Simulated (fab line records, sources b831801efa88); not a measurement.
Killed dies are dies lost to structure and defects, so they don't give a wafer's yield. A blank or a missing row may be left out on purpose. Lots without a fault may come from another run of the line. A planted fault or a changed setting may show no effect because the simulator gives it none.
Which tool did it? | flow sky130 | 13 lots, 39 wafers sampled, at 3 steps of a route of 708

WHAT THE GAUGES READ, wafer by wafer
SKY_VT_ADJUST_HVTR_OVL_MEAS_08. Usual: VT_ADJUST_HVTR_OVL 0.1 nm, standard deviation 1.7.
lot  | measured     | on         | VT_ADJUST_HVTR_OVL (nm) | flag
L526 | day 10 07:46 | overlay-02 | -0.2 0.4 -0.3           |
L528 | day 10 14:34 | overlay-02 | 0.6 -0.7 -1.5           |
L527 | day 10 16:10 | overlay-01 | 1.0 1.5 1.2             |
L529 | day 10 21:43 | overlay-01 | -0.1 0.1 1.6            |
L534 | day 12 08:19 | overlay-02 | -1.0 -1.7 -0.9          |
L536 | day 12 22:04 | overlay-01 | 2.0 3.5 0.7             |
L537 | day 13 04:31 | overlay-02 | 0.4 1.4 -0.3            |
L543 | day 15 08:37 | overlay-01 | -1.9 -1.5 -1.1          |
L542 | day 15 13:04 | overlay-02 | 1.1 0.7 1.6             |
L544 | day 15 13:40 | overlay-02 | 2.3 3.1 1.8             |
L546 | day 16 06:31 | overlay-01 | 1.7 1.2 1.8             |
L545 | day 16 06:49 | overlay-02 | -3.6 -2.8 -2.3          |
L547 | day 16 22:40 | overlay-02 | -2.4 -1.1 -0.4          |

SKY_SONOS_ONO_THK_MEAS_03. Usual: SONOS_ONO_CVD_02_THK 10.60 nm, standard deviation 0.15.
lot  | measured     | on            | SONOS_ONO_CVD_02_THK (nm) | flag
L526 | day 12 08:20 | film_metro-04 | 10.55 10.57 10.52         |
L528 | day 12 16:30 | film_metro-04 | 10.72 10.59 10.71         |
L527 | day 12 20:10 | film_metro-01 | 10.57 10.50 10.48         |
L529 | day 13 01:32 | film_metro-01 | 10.45 10.41 10.54         |
L534 | day 14 16:25 | film_metro-04 | 10.53 10.42 10.36         |
L536 | day 15 11:12 | film_metro-01 | 10.71 10.70 10.79         |
L537 | day 15 14:40 | film_metro-01 | 10.72 10.68 10.75         |
L543 | day 18 00:29 | film_metro-01 | 10.58 10.63 10.49         |
L542 | day 18 03:20 | film_metro-01 | 10.74 10.81 10.59         |
L544 | day 18 03:21 | film_metro-03 | 10.78 10.68 10.52         |
L546 | day 18 21:46 | film_metro-04 | 10.93 10.94 10.92         |
L545 | day 18 22:49 | film_metro-01 | 10.73 10.72 10.71         |
L547 | day 19 16:04 | film_metro-04 | 10.56 10.54 10.60         |

WHICH TOOL RAN EACH LOT (tool, then ch and the chambers of the sampled wafers, then the start)
lot  | SKY_NWELL_RTA_28
L526 | rtp_anneal-02 ch 0, day 6 01:41
L528 | rtp_anneal-01 ch 0, day 6 08:17
L527 | rtp_anneal-02 ch 0, day 6 08:32
L529 | rtp_anneal-01 ch 0, day 6 12:22
L534 | rtp_anneal-02 ch 0, day 7 18:32
L536 | rtp_anneal-01 ch 0, day 8 05:25
L537 | rtp_anneal-02 ch 0, day 8 11:14
L543 | rtp_anneal-02 ch 0, day 10 06:56
L542 | rtp_anneal-01 ch 0, day 10 08:23
L544 | rtp_anneal-02 ch 0, day 10 09:07
L546 | rtp_anneal-01 ch 0, day 10 21:02
L545 | rtp_anneal-02 ch 0, day 10 21:22
L547 | rtp_anneal-01 ch 0, day 11 09:47
- SKY_NWELL_RTA_28: time 30 s.

WHAT THE TOOLS THEMSELVES READ (means of the sampled wafers that have a number; where no wafer has one, the mark that the record gives instead)
SKY_NWELL_RTA_28. Usual: lamp_power_pct 25.30 %, standard deviation 0.055; wafer_temp_C_max 1054.8, standard deviation 0.9.
lot  | tool          | lamp_power_pct (%) | wafer_temp_C_max | flag
L526 | rtp_anneal-02 | 25.34              | 1055.4           |
L528 | rtp_anneal-01 | 25.29              | 1054.3           |
L527 | rtp_anneal-02 | 25.28              | 1055.7           |
L529 | rtp_anneal-01 | 25.28              | 1053.7           |
L534 | rtp_anneal-02 | 25.34              | 1054.3           |
L536 | rtp_anneal-01 | 25.28              | 1054.8           |
L537 | rtp_anneal-02 | 25.30              | 1054.3           |
L543 | rtp_anneal-02 | 25.27              | 1054.8           |
L542 | rtp_anneal-01 | 25.35              | 1054.8           |
L544 | rtp_anneal-02 | 25.25              | 1055.5           |
L546 | rtp_anneal-01 | 25.30              | 1055.6           |
L545 | rtp_anneal-02 | 25.28              | 1055.0           |
L547 | rtp_anneal-01 | 25.32              | 1054.9           |

THE ANSWER, worked out from the rows above alone
Rule: a lot is off if the mean of its wafers that have a number lies more than 3 standard deviations from the usual mean. A lot without any number at a reading at which 4 lots or more have one is off too. The other lots that the step has rows for count as sound. The gauges are gone through in route order, then the tools' own readings, and for those a lot's mean is taken as printed above. The first step at which some lot is off is used, and at that step the reading that is off furthest; a lot without a number counts as furthest.
No lot is off at any reading shown: from this, nothing can be told.

WHAT THE SIMULATOR HAD PUT IN
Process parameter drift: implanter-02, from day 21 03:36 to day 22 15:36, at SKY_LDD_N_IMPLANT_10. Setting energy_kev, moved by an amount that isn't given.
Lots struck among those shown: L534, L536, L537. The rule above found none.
